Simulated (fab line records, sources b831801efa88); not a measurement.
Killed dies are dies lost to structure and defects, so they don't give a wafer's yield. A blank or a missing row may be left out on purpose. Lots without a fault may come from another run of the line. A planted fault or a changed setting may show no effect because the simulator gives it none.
Which tool did it? | flow sky130 | 12 lots, 36 wafers sampled, at 4 steps of a route of 708

WHAT THE GAUGES READ, wafer by wafer
SKY_VT_ADJUST_NCORE_TW_MEAS_11. Usual: VT_ADJUST_NCORE_TW 218.4, standard deviation 1.8.
lot  | measured     | on            | VT_ADJUST_NCORE_TW | flag
L928 | day 9 04:11  | film_metro-03 | 216.8 216.3 215.9  |
L930 | day 9 17:49  | film_metro-04 | 221.7 221.8 222.5  |
L931 | day 9 23:08  | film_metro-03 | 216.9 216.8 215.1  |
L934 | day 10 18:47 | film_metro-04 | 221.2 220.6 222.1  |
L935 | day 11 04:02 | film_metro-03 | 217.1 217.0 216.7  |
L936 | day 11 07:31 | film_metro-04 | 230.6 231.2 231.1  | OFF
L937 | day 11 15:59 | film_metro-04 | 231.7 229.9 231.8  | OFF
L938 | day 12 01:11 | film_metro-03 | 226.8 228.4 226.9  | OFF
L942 | day 13 07:37 | film_metro-02 | 219.5 218.6 219.1  |
L943 | day 13 19:23 | film_metro-03 | 217.8 217.0 216.9  |
L945 | day 14 11:52 | film_metro-03 | 216.7 217.1 216.5  |
L948 | day 15 03:44 | film_metro-02 | 218.5 218.6 219.0  |

SKY_VT_ADJUST_HVTR_CD_MEAS_07: target cd 380 nm. Usual: cd_nm 380.2 nm, standard deviation 2.8.
lot  | measured     | on        | cd_nm (nm)        | flag
L928 | day 10 02:01 | cd_sem-02 | 372.8 376.7 376.8 |
L930 | day 10 16:06 | cd_sem-01 | 381.6 378.8 379.1 |
L931 | day 10 21:35 | cd_sem-01 | 382.0 379.8 382.6 |
L934 | day 11 18:00 | cd_sem-02 | 380.6 380.0 382.6 |
L935 | day 12 07:32 | cd_sem-01 | 379.0 380.0 378.5 |
L936 | day 12 07:37 | cd_sem-02 | 381.6 379.6 381.4 |
L937 | day 12 16:23 | cd_sem-01 | 382.8 381.9 381.2 |
L938 | day 13 01:59 | cd_sem-01 | 382.2 384.9 384.6 |
L942 | day 14 08:57 | cd_sem-02 | 381.4 381.4 383.6 |
L943 | day 14 22:08 | cd_sem-01 | 382.3 381.3 380.9 |
L945 | day 15 14:20 | cd_sem-01 | 376.2 378.2 375.8 |
L948 | day 16 06:06 | cd_sem-02 | 376.9 377.2 376.4 |

WHICH TOOL RAN EACH LOT (tool, then ch and the chambers of the sampled wafers, then the start)
lot  | SKY_VT_ADJUST_LVTN_STRIP_20          | SKY_VT_ADJUST_NCORE_IMPLANT_09
L928 | plasma_asher-03 ch 0,1, day 8 07:45  | implanter-03 ch 0, day 9 03:58
L930 | plasma_asher-01 ch 0,1, day 8 20:19  | implanter-03 ch 0, day 9 17:34
L931 | plasma_asher-01 ch 0,1, day 9 01:16  | implanter-02 ch 0, day 9 22:53
L934 | plasma_asher-03 ch 1, day 9 20:34    | implanter-04 ch 0, day 10 18:32
L935 | plasma_asher-02 ch 0,1, day 10 05:46 | implanter-02 ch 0, day 11 03:47
L936 | plasma_asher-01 ch 0,1, day 10 08:22 | implanter-02 ch 0, day 11 07:16
L937 | plasma_asher-03 ch 0,1, day 10 16:31 | implanter-02 ch 0, day 11 15:47
L938 | plasma_asher-02 ch 1, day 11 01:10   | implanter-02 ch 0, day 12 00:56
L942 | plasma_asher-01 ch 0,1, day 12 07:25 | implanter-03 ch 0, day 13 07:22
L943 | plasma_asher-03 ch 0,1, day 12 19:18 | implanter-04 ch 0, day 13 19:10
L945 | plasma_asher-03 ch 0,1, day 13 10:19 | implanter-04 ch 0, day 14 11:37
L948 | plasma_asher-02 ch 0,1, day 14 01:07 | implanter-02 ch 0, day 15 03:29
- SKY_VT_ADJUST_LVTN_STRIP_20: strips in O2/N2.
- SKY_VT_ADJUST_NCORE_IMPLANT_09

WHAT THE TOOLS THEMSELVES READ (means of the sampled wafers that have a number; where no wafer has one, the mark that the record gives instead)
SKY_VT_ADJUST_LVTN_STRIP_20. Usual: drypump_motor_current_A 5.9 A, standard deviation 0.5; oes_product_au 0.715 a.u., standard deviation 0.005; strip_time_to_endpoint_s 14.18 s, standard deviation 0.04.
lot  | tool            | drypump_motor_current_A (A) | oes_product_au (a.u.) | strip_time_to_endpoint_s (s) | flag
L928 | plasma_asher-03 | 6.1                         | 0.716                 | 14.15                        |
L930 | plasma_asher-01 | 6.4                         | 0.715                 | 14.13                        |
L931 | plasma_asher-01 | 6.4                         | 0.716                 | 14.17                        |
L934 | plasma_asher-03 | 6.2                         | 0.713                 | 14.21                        |
L935 | plasma_asher-02 | 5.3                         | 0.714                 | 14.12                        |
L936 | plasma_asher-01 | 6.4                         | 0.716                 | 14.19                        |
L937 | plasma_asher-03 | 6.1                         | 0.715                 | 14.15                        |
L938 | plasma_asher-02 | 4.9                         | 0.714                 | 14.19                        |
L942 | plasma_asher-01 | 6.4                         | 0.717                 | 14.19                        |
L943 | plasma_asher-03 | 6.1                         | 0.713                 | 14.18                        |
L945 | plasma_asher-03 | 6.1                         | 0.716                 | 14.18                        |
L948 | plasma_asher-02 | 5.3                         | 0.714                 | 14.12                        |

SKY_VT_ADJUST_NCORE_IMPLANT_09. Usual: beam_energy_keV 9.9992, standard deviation 0.0029.
lot  | tool         | beam_energy_keV | flag
L928 | implanter-03 | 9.9999          |
L930 | implanter-03 | 9.9983          |
L931 | implanter-02 | 10.0008         |
L934 | implanter-04 | 9.9998          |
L935 | implanter-02 | 9.9976          |
L936 | implanter-02 | 12.3130         | OFF
L937 | implanter-02 | 12.3070         | OFF
L938 | implanter-02 | 12.3093         | OFF
L942 | implanter-03 | 9.9975          |
L943 | implanter-04 | 10.0027         |
L945 | implanter-04 | 10.0021         |
L948 | implanter-02 | 9.9970          |

THE ANSWER, worked out from the rows above alone
Rule: a lot is off if the mean of its wafers that have a number lies more than 3 standard deviations from the usual mean. A lot without any number at a reading at which 4 lots or more have one is off too. The other lots that the step has rows for count as sound. The gauges are gone through in route order, then the tools' own readings, and for those a lot's mean is taken as printed above. The first step at which some lot is off is used, and at that step the reading that is off furthest; a lot without a number counts as furthest.
Off: L936, L937, L938, at SKY_VT_ADJUST_NCORE_TW_MEAS_11 (VT_ADJUST_NCORE_TW).
A tool fits if, at a process step before that reading, it ran every lot that is off, and no sound lot after the first of them. The gauges at SKY_VT_ADJUST_NCORE_TW_MEAS_11 aren't tried: what is off there is off at SKY_VT_ADJUST_NCORE_IMPLANT_09 too, on other tools, and a gauge's error can't cause that. None of those tried fits.

WHAT THE SIMULATOR HAD PUT IN
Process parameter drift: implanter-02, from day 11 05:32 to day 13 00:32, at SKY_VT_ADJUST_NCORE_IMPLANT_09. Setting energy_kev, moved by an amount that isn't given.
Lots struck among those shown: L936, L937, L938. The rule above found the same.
